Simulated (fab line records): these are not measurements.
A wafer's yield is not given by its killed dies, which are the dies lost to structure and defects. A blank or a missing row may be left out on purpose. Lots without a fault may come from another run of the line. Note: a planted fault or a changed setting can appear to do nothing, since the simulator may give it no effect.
fab line records | flow gf180mcu
record: lots: 13 | wafers: 39 | last_day: 34
route steps=602 shown NWELL@51 NSD@247 SAB@264 SALICIDE@282
lots with no fault: from the same line, run without faults
start_h: hours from the record's opening day to when the first of the lot's shown wafers began | wait_h: hours from the lot's prior step to this one | " identical to the entry in the row above | L1.1+2: a single row standing in for several wafers | - no value present, or no start provided | * or withheld: withheld | < > ~ a bound
route shown NAME@n: names a module that has steps shown in the file, with the first one's number in the route | usual: the fault-free wafers' mean and standard deviation | same: alike in all rows | chamber/n: place in a boat | sites: per-site readings | _std_site: how widely they spread, as a standard deviation | _edge_site: outer sites' mean less inner sites' | radius_mm: for every site, how far away it sits from the centre of the wafer | mask NAME#n: copy n | behind: the most recent tool/chamber to have shaped the wafer | hold: reason for holding the lot/hours on hold/outcome of the hold | device: whichever transistor did not switch (one of n, p or np) | end of line: the same wafers' tests at the end of the route | a step with no rows: only its recipe | killed: count of dies lost to structure and defects at first sort (not the wafer's yield) | map: a wafer's dies, marking killed ones x, the rest . and places with no die _
set.NAME: the setting that was run; set.NAME@STEP: the one run at that earlier step | model.NAME: the simulator's own value behind a step, which no gauge read
a sample of lots followed through the steps of the route, with each step as a table and each wafer as a row
services: from which hour (start_h, from the record's first day; less than 0 if before it) a tool's chamber was out of use, for how many hours, and why
== steps ==
step: GF_NWELL_IMPLANT_09
recipe: species: P | energy_kev: 160 | dose_cm2: 4e+12 | tilt_deg: 0
usual: tilt_deg: 0.004/0.019
lot.wafer | tool         | chamber | start_h | wait_h | tilt_deg
L297.3    | implanter-02 | 0       | 58.47   | 0.1    | -0.041
L297.4    | "            | 0       | "       | "      | -0.021
L297.6    | "            | 0       | "       | "      | -0.025
L298.1    | implanter-03 | 0       | 61.57   | 0.1    | 0.020
L298.2    | "            | 0       | "       | "      | 0.015
L298.4    | "            | 0       | "       | "      | 0.012
L299.1    | implanter-02 | 0       | 65.82   | 0.1    | 0.012
L299.3    | "            | 0       | "       | "      | 0.009
L299.4    | "            | 0       | "       | "      | -0.006
L300.1    | implanter-02 | 0       | 73.57   | 0.1    | -0.005
L300.2    | "            | 0       | "       | "      | -0.015
L300.6    | "            | 0       | "       | "      | -0.027
L301.2    | implanter-03 | 0       | 79.80   | 0.1    | 0.013
L301.4    | "            | 0       | "       | "      | 0.017
L301.5    | "            | 0       | "       | "      | -0.036
L302.1    | implanter-02 | 0       | 82.13   | 0.1    | 0.000
L302.2    | "            | 0       | "       | "      | 0.026
L302.4    | "            | 0       | "       | "      | 0.004
L303.1    | implanter-03 | 0       | 88.49   | 0.1    | -0.017
L303.2    | "            | 0       | "       | "      | -0.022
L303.5    | "            | 0       | "       | "      | -0.019
L304.1    | implanter-03 | 0       | 93.37   | 0.1    | 3.016
L304.5    | "            | 0       | "       | "      | 3.036
L304.6    | "            | 0       | "       | "      | 3.002
L309.2    | implanter-03 | 0       | 120.57  | 0.1    | 2.979
L309.5    | "            | 0       | "       | "      | 2.991
L309.6    | "            | 0       | "       | "      | 3.012
L314.2    | implanter-04 | 0       | 149.40  | 0.1    | -0.023
L314.4    | "            | 0       | "       | "      | -0.013
L314.5    | "            | 0       | "       | "      | -0.006
L315.1    | implanter-02 | 0       | 156.64  | 0.1    | 0.015
L315.5    | "            | 0       | "       | "      | 0.024
L315.6    | "            | 0       | "       | "      | -0.007
L317.3    | implanter-04 | 0       | 165.32  | 0.1    | 0.002
L317.4    | "            | 0       | "       | "      | -0.040
L317.5    | "            | 0       | "       | "      | 0.022
L320.2    | implanter-03 | 0       | 186.70  | 0.1    | -0.009
L320.3    | "            | 0       | "       | "      | -0.033
L320.5    | "            | 0       | "       | "      | 0.026
step: GF_NWELL_TW_MEAS_11
usual: NWELL_TW: 1582/7.6
lot.wafer | tool          | chamber | start_h | wait_h | NWELL_TW
L297.3    | film_metro-03 | -       | 58.69   | 0.1    | 1572
L297.4    | "             | -       | "       | "      | 1582
L297.6    | "             | -       | "       | "      | 1569
L298.1    | film_metro-03 | -       | 61.82   | 0.1    | 1571
L298.2    | "             | -       | "       | "      | 1568
L298.4    | "             | -       | "       | "      | 1569
L299.1    | film_metro-04 | -       | 66.07   | 0.1    | 1575
L299.3    | "             | -       | "       | "      | 1575
L299.4    | "             | -       | "       | "      | 1586
L300.1    | film_metro-01 | -       | 73.82   | 0.1    | 1577
L300.2    | "             | -       | "       | "      | 1570
L300.6    | "             | -       | "       | "      | 1580
L301.2    | film_metro-04 | -       | 80.09   | 0.1    | 1578
L301.4    | "             | -       | "       | "      | 1567
L301.5    | "             | -       | "       | "      | 1579
L302.1    | film_metro-04 | -       | 82.39   | 0.1    | 1584
L302.2    | "             | -       | "       | "      | 1586
L302.4    | "             | -       | "       | "      | 1569
L303.1    | film_metro-04 | -       | 88.74   | 0.1    | 1560
L303.2    | "             | -       | "       | "      | 1571
L303.5    | "             | -       | "       | "      | 1572
L304.1    | film_metro-04 | -       | 93.62   | 0.1    | 1605
L304.5    | "             | -       | "       | "      | 1596
L304.6    | "             | -       | "       | "      | 1600
L309.2    | film_metro-01 | -       | 120.80  | 0.1    | 1623
L309.5    | "             | -       | "       | "      | 1622
L309.6    | "             | -       | "       | "      | 1615
L314.2    | film_metro-03 | -       | 149.63  | 0.1    | 1581
L314.4    | "             | -       | "       | "      | 1587
L314.5    | "             | -       | "       | "      | 1581
L315.1    | film_metro-04 | -       | 156.89  | 0.1    | 1584
L315.5    | "             | -       | "       | "      | 1589
L315.6    | "             | -       | "       | "      | 1587
L317.3    | film_metro-04 | -       | 165.54  | 0.1    | 1582
L317.4    | "             | -       | "       | "      | 1578
L317.5    | "             | -       | "       | "      | 1587
L320.2    | film_metro-04 | -       | 186.99  | 0.1    | 1580
L320.3    | "             | -       | "       | "      | 1592
L320.5    | "             | -       | "       | "      | 1585
step: GF_VT_IMPLANT_RS_MEAS_47
recipe: thk_meas_gauge: four-point-probe
usual: NWELL_RS: 488.0/1.2
lot.wafer | tool          | chamber | start_h | wait_h | NWELL_RS[ohm/sq]
L297.3    | film_metro-04 | -       | 159.34  | 0.1    | 488.6
L297.4    | "             | -       | "       | "      | 487.4
L297.6    | "             | -       | "       | "      | 487.1
L298.1    | film_metro-04 | -       | 164.35  | 0.1    | 487.2
L298.2    | "             | -       | "       | "      | 487.2
L298.4    | "             | -       | "       | "      | 486.3
L299.1    | film_metro-01 | -       | 170.65  | 0.1    | 487.7
L299.3    | "             | -       | "       | "      | 486.9
L299.4    | "             | -       | "       | "      | 488.1
L300.1    | film_metro-04 | -       | 180.12  | 0.1    | 488.6
L300.2    | "             | -       | "       | "      | 489.6
L300.6    | "             | -       | "       | "      | 489.7
L301.2    | film_metro-01 | -       | 186.99  | 0.1    | 489.3
L301.4    | "             | -       | "       | "      | 488.5
L301.5    | "             | -       | "       | "      | 490.0
L302.1    | film_metro-03 | -       | 190.10  | 0.1    | 488.0
L302.2    | "             | -       | "       | "      | 486.8
L302.4    | "             | -       | "       | "      | 487.6
L303.1    | film_metro-03 | -       | 197.15  | 0.1    | 489.0
L303.2    | "             | -       | "       | "      | 489.7
L303.5    | "             | -       | "       | "      | 488.1
L304.1    | film_metro-03 | -       | 204.36  | 0.1    | 479.0
L304.5    | "             | -       | "       | "      | 478.7
L304.6    | "             | -       | "       | "      | 479.6
L309.2    | film_metro-01 | -       | 235.29  | 0.1    | 479.6
L309.5    | "             | -       | "       | "      | 480.3
L309.6    | "             | -       | "       | "      | 479.6
L314.2    | film_metro-03 | -       | 273.34  | 0.1    | 486.9
L314.4    | "             | -       | "       | "      | 487.8
L314.5    | "             | -       | "       | "      | 488.3
L315.1    | film_metro-04 | -       | 282.46  | 0.1    | 485.7
L315.5    | "             | -       | "       | "      | 485.2
L315.6    | "             | -       | "       | "      | 486.5
L317.3    | film_metro-03 | -       | 294.05  | 0.1    | 485.7
L317.4    | "             | -       | "       | "      | 487.9
L317.5    | "             | -       | "       | "      | 486.3
L320.2    | film_metro-04 | -       | 317.62  | 0.1    | 488.1
L320.3    | "             | -       | "       | "      | 487.0
L320.5    | "             | -       | "       | "      | 486.4
step: GF_NSD_TW_MEAS_12
usual: NSD_TW: 4267/23
lot.wafer | tool          | chamber | start_h | wait_h | NSD_TW
L297.3    | film_metro-01 | -       | 297.96  | 0.1    | 4255
L297.4    | "             | -       | "       | "      | 4275
L297.6    | "             | -       | "       | "      | 4273
L298.1    | film_metro-01 | -       | 306.59  | 0.1    | 4283
L298.2    | "             | -       | "       | "      | 4251
L298.4    | "             | -       | "       | "      | 4274
L299.1    | film_metro-02 | -       | 317.84  | 0.1    | 4234
L299.3    | "             | -       | "       | "      | 4249
L299.4    | "             | -       | "       | "      | 4255
L300.1    | film_metro-04 | -       | 326.49  | 0.1    | 4263
L300.2    | "             | -       | "       | "      | 4284
L300.6    | "             | -       | "       | "      | 4277
L302.1    | film_metro-02 | -       | 337.84  | 0.1    | 4267
L302.2    | "             | -       | "       | "      | 4271
L302.4    | "             | -       | "       | "      | 4273
L301.2    | film_metro-02 | -       | 338.15  | 0.1    | 4285
L301.4    | "             | -       | "       | "      | 4267
L301.5    | "             | -       | "       | "      | 4267
L303.1    | film_metro-04 | -       | 351.31  | 0.1    | 4286
L303.2    | "             | -       | "       | "      | 4265
L303.5    | "             | -       | "       | "      | 4264
L304.1    | film_metro-04 | -       | 353.81  | 0.1    | 4311
L304.5    | "             | -       | "       | "      | 4282
L304.6    | "             | -       | "       | "      | 4303
L309.2    | film_metro-04 | -       | 392.57  | 0.1    | 4297
L309.5    | "             | -       | "       | "      | 4259
L309.6    | "             | -       | "       | "      | 4279
L314.2    | film_metro-01 | -       | 440.95  | 0.1    | 4264
L314.4    | "             | -       | "       | "      | 4236
L314.5    | "             | -       | "       | "      | 4266
L315.1    | film_metro-01 | -       | 449.04  | 0.1    | 4258
L315.5    | "             | -       | "       | "      | 4249
L315.6    | "             | -       | "       | "      | 4231
L317.3    | film_metro-04 | -       | 464.35  | 0.1    | 4297
L317.4    | "             | -       | "       | "      | 4272
L317.5    | "             | -       | "       | "      | 4272
L320.2    | film_metro-02 | -       | 493.32  | 0.1    | 4231
L320.3    | "             | -       | "       | "      | 4199
L320.5    | "             | -       | "       | "      | 4236
step: GF_SAB_CVD_00
recipe: material: SiO2 | target_thk_nm: 50 | precursor: TEOS | temp_c: 400 | time_s: 4.9302 | rf_w: 600
usual: heater_power_w: 646/110 | rf_fwd_power_W: 587.5/2.8
lot.wafer | tool     | chamber | start_h | wait_h | heater_power_w | rf_fwd_power_W
L297.3    | pecvd-04 | 0       | 318.42  | 0.1    | 726            | 583.1
L297.4    | "        | 2       | "       | "      | 530            | 588.0
L297.6    | "        | 0       | "       | "      | 729            | 587.7
L298.1    | pecvd-01 | 0       | 327.67  | 0.1    | 776            | 587.1
L298.2    | "        | 1       | "       | "      | 678            | 585.0
L298.4    | "        | 2       | "       | "      | 514            | 586.4
L299.1    | pecvd-04 | 0       | 339.46  | 0.1    | 673            | 584.6
L299.3    | "        | 1       | "       | "      | 568            | 592.7
L299.4    | "        | 0       | "       | "      | 669            | 584.0
L300.1    | pecvd-03 | 2       | 348.29  | 0.1    | 950            | 588.4
L300.2    | "        | 0       | "       | "      | 540            | 591.8
L300.6    | "        | 0       | "       | "      | 528            | 591.6
L302.1    | pecvd-04 | 0       | 359.87  | 0.1    | 617            | 585.3
L302.2    | "        | 2       | "       | "      | 571            | 583.6
L302.4    | "        | 2       | "       | "      | 580            | 586.8
L301.2    | pecvd-01 | 1       | 360.48  | 0.1    | 722            | 584.0
L301.4    | "        | 1       | "       | "      | 687            | 587.7
L301.5    | "        | 2       | "       | "      | 501            | 587.9
L303.1    | pecvd-01 | 0       | 373.79  | 0.1    | 852            | 590.0
L303.2    | "        | 1       | "       | "      | 675            | 584.4
L303.5    | "        | 1       | "       | "      | 666            | 582.7
L304.1    | pecvd-04 | 2       | 376.72  | 0.1    | 468            | 585.1
L304.5    | "        | 1       | "       | "      | 675            | 590.5
L304.6    | "        | 2       | "       | "      | 479            | 584.0
L309.2    | pecvd-01 | 2       | 416.22  | 0.1    | 503            | 585.4
L309.5    | "        | 2       | "       | "      | 500            | 588.3
L309.6    | "        | 1       | "       | "      | 596            | 588.5
L314.2    | pecvd-04 | 2       | 466.27  | 0.1    | 555            | 585.9
L314.4    | "        | 2       | "       | "      | 555            | 584.3
L314.5    | "        | 0       | "       | "      | 619            | 586.4
L315.1    | pecvd-04 | 0       | 474.27  | 0.1    | 713            | 584.7
L315.5    | "        | 1       | "       | "      | 671            | 590.6
L315.6    | "        | 0       | "       | "      | 735            | 583.9
L317.3    | pecvd-01 | 1       | 489.03  | 0.1    | 619            | 588.6
L317.4    | "        | 0       | "       | "      | 807            | 585.9
L317.5    | "        | 0       | "       | "      | 784            | 586.9
L320.2    | pecvd-04 | 0       | 517.77  | 0.1    | 713            | 583.1
L320.3    | "        | 2       | "       | "      | 584            | 587.6
L320.5    | "        | 0       | "       | "      | 712            | 585.2
step: GF_SALICIDE_RS_MEAS_04
recipe: thk_meas_gauge: four-point-probe | reads: TiN_of_SALICIDE_SPUTTER_03+Co_of_SALICIDE_SPUTTER_02
usual: SALICIDE_TIN_RS: 16.4/0.33
lot.wafer | tool          | chamber | start_h | wait_h | SALICIDE_TIN_RS[ohm/sq]
L297.3    | film_metro-03 | -       | 339.63  | 0.1    | 16.2
L297.4    | "             | -       | "       | "      | 16.6
L297.6    | "             | -       | "       | "      | 16.1
L298.1    | film_metro-04 | -       | 349.29  | 0.0    | 16.5
L298.2    | "             | -       | "       | "      | 16.5
L298.4    | "             | -       | "       | "      | 16.8
L299.1    | film_metro-02 | -       | 361.58  | 0.0    | 16.7
L299.3    | "             | -       | "       | "      | 16.6
L299.4    | "             | -       | "       | "      | 16.6
L300.1    | film_metro-04 | -       | 370.58  | 0.0    | 16.5
L300.2    | "             | -       | "       | "      | 16.5
L300.6    | "             | -       | "       | "      | 16.6
L302.1    | film_metro-02 | -       | 383.02  | 0.0    | 16.8
L302.2    | "             | -       | "       | "      | 16.0
L302.4    | "             | -       | "       | "      | 16.3
L301.2    | film_metro-03 | -       | 383.75  | 0.1    | 15.8
L301.4    | "             | -       | "       | "      | 16.0
L301.5    | "             | -       | "       | "      | 15.8
L303.1    | film_metro-03 | -       | 396.80  | 0.0    | 16.6
L303.2    | "             | -       | "       | "      | 16.0
L303.5    | "             | -       | "       | "      | 16.4
L304.1    | film_metro-03 | -       | 400.23  | 0.0    | 16.3
L304.5    | "             | -       | "       | "      | 16.4
L304.6    | "             | -       | "       | "      | 16.3
L309.2    | film_metro-03 | -       | 441.02  | 0.0    | 16.1
L309.5    | "             | -       | "       | "      | 16.4
L309.6    | "             | -       | "       | "      | 16.4
L314.2    | film_metro-02 | -       | 490.45  | 0.0    | 16.0
L314.4    | "             | -       | "       | "      | 15.9
L314.5    | "             | -       | "       | "      | 15.9
L315.1    | film_metro-03 | -       | 498.60  | 0.0    | 16.7
L315.5    | "             | -       | "       | "      | 16.9
L315.6    | "             | -       | "       | "      | 16.6
L317.3    | film_metro-03 | -       | 513.33  | 0.1    | 16.5
L317.4    | "             | -       | "       | "      | 16.5
L317.5    | "             | -       | "       | "      | 16.5
L320.2    | film_metro-03 | -       | 540.77  | 0.0    | 16.0
L320.3    | "             | -       | "       | "      | 16.0
L320.5    | "             | -       | "       | "      | 16.4
== services ==
tool         | chamber | start_h | hours | kind
pecvd-01     | 0       | 147.04  | 2.0   | repair
pecvd-04     | -       | 160.62  | 14.0  | pm
pecvd-01     | -       | 208.94  | 0.5   | repair
pecvd-04     | -       | 230.68  | 1.1   | repair
implanter-02 | -       | 255.26  | 4.7   | pm
pecvd-04     | -       | 277.49  | 1.3   | repair
implanter-04 | -       | 293.70  | 1.3   | repair
pecvd-04     | -       | 299.38  | 0.9   | repair
implanter-03 | -       | 307.52  | 14.4  | repair
pecvd-04     | 2       | 329.05  | 12.2  | repair
implanter-03 | -       | 336.97  | 3.1   | pm
pecvd-01     | -       | 339.56  | 2.1   | repair
pecvd-04     | 1       | 339.93  | 21.0  | repair
implanter-03 | -       | 342.56  | 1.4   | repair
implanter-03 | -       | 353.51  | 2.8   | repair
pecvd-04     | 1       | 363.04  | 7.5   | repair
implanter-02 | -       | 377.49  | 3.0   | repair
implanter-04 | -       | 399.29  | 3.5   | pm
pecvd-01     | -       | 417.99  | 2.8   | pm
implanter-02 | -       | 467.07  | 3.2   | repair
pecvd-01     | 2       | 478.76  | 13.1  | repair
pecvd-04     | -       | 484.58  | 6.0   | pm
implanter-03 | -       | 489.14  | 5.4   | repair
pecvd-04     | 2       | 510.93  | 4.6   | repair
== key ==
first_sign: step: GF_NWELL_IMPLANT_09 | reading: tilt_deg | direction: up | sigmas: 99+ | usual: 0.004 | struck: 3.006
effect: step: GF_NWELL_TW_MEAS_11 | reading: NWELL_TW | direction: up | sigmas: 3.8 | usual: 1582 | struck: 1610
effect: step: GF_VT_IMPLANT_RS_MEAS_47 | reading: NWELL_RS | direction: down | sigmas: 7.4 | usual: 488.0 | struck: 479.5
met_at GF_NWELL_IMPLANT_09
struck_lots L304,L309
tester_left_out L304,L309
not_acting_at GF_NSD_TW_MEAS_12,GF_SAB_CVD_00,GF_SALICIDE_RS_MEAS_04
onset_between 88.49 93.37
fault: kind: process_parameter_drift | tool: implanter-03 | chamber: - | onset_h: 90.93 | steps: GF_NWELL_IMPLANT_09 | channel: tilt_deg | offset: 2.9959 | shape: step | end_h: 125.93 | acts_in: these_recipes_only | stated: 0
tester_left_out: of these lots the tester's yield and bins aren't shown, on N5 and GAA mostly nor the transistor test; their killed dies are dies lost to structure and defects alone, not to doping, threshold or leakage, so they don't give the yield
